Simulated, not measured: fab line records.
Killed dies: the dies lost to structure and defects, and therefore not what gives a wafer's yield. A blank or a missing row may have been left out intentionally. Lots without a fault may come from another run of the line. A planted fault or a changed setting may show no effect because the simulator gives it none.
Comparing a struck lot with a sound one + flow sky130 + 29 steps out of a route of 708
Sound: wafers L475.1, L475.2, L475.3. Struck: wafer L483.4; the same lot's L483.6 was not struck, so it is left out; see the end for the cause.
At each step with rows: each side's tool, then ch and its chambers, then its first start. Under that, the readings that differ: sound wafers + struck wafers + difference of the means + sigmas: that difference in standard deviations of wafers without a fault.
alike: a reading whose means differ by less than 2 such deviations, as well as words and numbers matching on both sides. not compared: withheld readings; readings where some wafer has no value; bounds like >300 that might hide an equal value; numbers whose values overlap and for which the record gives no deviation.
A row with sigmas, a row that says differs or no value, or rows on one side alone: a step with any of these is where the two part. Numbers that don't overlap but have no deviation are shown without sigmas and don't part them. Lack of a reading on every wafer of one side parts them only where that side has two or more wafers.

SKY_POLY_GATE_CD_MEAS_13 targets a cd of 150 nm.
  sound: cd_sem-01 at day 19 09:31; struck: cd_sem-01 at day 22 08:26
  alike: cd_nm
SKY_POLY_GATE_OVL_MEAS_14:
  sound: overlay-01 at day 19 09:38; struck: overlay-01 at day 22 08:31
  alike: POLY_GATE_OVL
SKY_POLY_GATE_ETCH_15: etches BARC in N2/H2, stops on SiO2, time 118.5 s, target depth 110 nm.
  sound on rie_diel-01 ch 1,2,3, day 19 09:41; struck on rie_diel-01 ch 2, day 22 08:31
| reading               | sound             | struck | difference | sigmas |
|-----------------------|-------------------|--------|------------|--------|
| oes_product_au (a.u.) | 0.706 0.714 0.710 | 0.723  | +0.013     | +3     |
  alike: drypump_motor_current_A, rf_fwd_power_W, throttle_valve_pct
  not compared: rf_hours_counter_h
SKY_POLY_GATE_ETCH_16: etches Si3N4 in CH3F/O2, stops on poly-Si, time 147.5 s, target depth 75 nm.
  sound on rie_diel-01 ch 1,2,3, day 19 09:46; struck on rie_diel-01 ch 2, day 22 08:37
| reading            | sound             | struck | difference | sigmas |
|--------------------|-------------------|--------|------------|--------|
| rf_fwd_power_W (W) | 396.8 398.0 398.2 | 400.8  | +3.1       | +3     |
  alike: drypump_motor_current_A, oes_product_au, throttle_valve_pct
  not compared: rf_hours_counter_h
SKY_POLY_GATE_ETCH_17: etches poly-Si in HBr/Cl2, stops on SiO2, target depth 180 nm, time 70.5 s.
  sound on rie_si-02 ch 0,1,2, day 19 09:52; struck on rie_si-02 ch 0, day 22 08:43
| reading               | sound             | struck | difference | sigmas |
|-----------------------|-------------------|--------|------------|--------|
| oes_product_au (a.u.) | 0.984 0.981 0.986 | 1.004  | +0.020     | +2     |
  alike: HBr_flow_sccm, drypump_motor_current_A, he_backside_leak_sccm, rf_fwd_power_W, throttle_valve_pct
  not compared: rf_hours_counter_h
SKY_POLY_GATE_STRIP_18: strips in O2/N2.
  sound on plasma_asher-04 ch 0,1, day 19 09:55; struck on plasma_asher-02 ch 0, day 22 08:48
| reading                      | sound          | struck | difference | sigmas |
|------------------------------|----------------|--------|------------|--------|
| strip_time_to_endpoint_s (s) | 3.20 3.20 3.10 | 3.06   | -0.11      | -2     |
  alike: drypump_motor_current_A, oes_product_au
  not compared: rf_hours_counter_h
then, 2 steps without rows for these wafers: SKY_POLY_GATE_CLEAN_19 (cleans in SC1/SC2, time 150 s); SKY_POLY_GATE_OXIDATION_20 (stabilise 600 s, purge 300 s, target thk 4 nm).
SKY_POLY_GATE_THK_MEAS_21:
  sound: film_metro-03 at day 19 12:13; struck: film_metro-03 at day 22 10:11
| reading                      | sound          | struck | difference | sigmas |
|------------------------------|----------------|--------|------------|--------|
| POLY_GATE_OXIDATION_THK (nm) | 3.90 3.96 3.88 | 4.06   | +0.15      | +2     |
SKY_POLY_GATE_CD_MEAS_22:
  sound: cd_sem-02 at day 19 12:16; struck: cd_sem-02 at day 22 10:19
  alike: cd_nm
then, 2 steps without rows for these wafers: SKY_LDD_N_DEHYDRATE_00 (time 60 s); SKY_LDD_N_HMDS_01 (prime time 60 s).
SKY_LDD_N_COAT_02: resist thk 300 nm.
  sound on litho_track-02 ch 0, day 20 03:31; struck on litho_track-02 ch 0, day 23 00:53
| reading                                    | sound             | struck | difference | sigmas |
|--------------------------------------------|-------------------|--------|------------|--------|
| model.NOVOLAK_of_LDD_N_COAT_02.thk_nm (nm) | 300.4 300.1 300.7 | 310.9  | +10.5      |        |
then, 3 steps without rows for these wafers: SKY_LDD_N_SOFTBAKE_03 (time 60 s); SKY_LDD_N_EXPOSE_04 (exposes mask NTM, target cd 840 nm); SKY_LDD_N_PEB_05.
SKY_LDD_N_DEVELOP_06: develop time 60 s.
  sound on litho_track-04 ch 0, day 20 19:31; struck on litho_track-02 ch 0, day 23 16:41
| reading                                    | sound             | struck | difference | sigmas |
|--------------------------------------------|-------------------|--------|------------|--------|
| model.NOVOLAK_of_LDD_N_COAT_02.thk_nm (nm) | 299.9 299.7 300.3 | 310.4  | +10.4      |        |
SKY_LDD_N_OVL_MEAS_07:
  sound: overlay-02 at day 20 19:40; struck: overlay-02 at day 23 16:47
| reading        | sound          | struck | difference | sigmas |
|----------------|----------------|--------|------------|--------|
| LDD_N_OVL (nm) | -2.8 -1.6 -0.7 | 2.2    | +3.9       | +3     |
then, 8 steps without rows for these wafers: SKY_LDD_N_IMPLANT_08; SKY_LDD_N_IMPLANT_09; SKY_LDD_N_IMPLANT_10; SKY_LDD_N_IMPLANT_11; SKY_LDD_N_IMPLANT_12; SKY_LDD_N_IMPLANT_13; SKY_LDD_N_IMPLANT_14; SKY_LDD_N_IMPLANT_15.
SKY_LDD_N_STRIP_16: strips in O2/N2.
  sound on plasma_asher-01 ch 0,1, day 20 20:54; struck on plasma_asher-04 ch 1, day 23 18:02
| reading                      | sound             | struck | difference | sigmas |
|------------------------------|-------------------|--------|------------|--------|
| strip_time_to_endpoint_s (s) | 4.317 4.315 4.312 | 4.469  | +0.154     | +11    |
  alike: drypump_motor_current_A, oes_product_au
  not compared: rf_hours_counter_h
SKY_LDD_N_TW_MEAS_17:
  sound: film_metro-02 at day 20 21:00; struck: film_metro-04 at day 23 18:08
  alike: LDD_N_TW
after that, 1 step had no rows for these wafers: SKY_PAD_OPEN_PROBE_99.

WHERE THEY PART
At SKY_POLY_GATE_ETCH_15 first; at SKY_LDD_N_STRIP_16 last (within this record only). Later steps at which nothing parts them and some readings are alike: SKY_LDD_N_TW_MEAS_17.

WHY: the cause the simulator had injected
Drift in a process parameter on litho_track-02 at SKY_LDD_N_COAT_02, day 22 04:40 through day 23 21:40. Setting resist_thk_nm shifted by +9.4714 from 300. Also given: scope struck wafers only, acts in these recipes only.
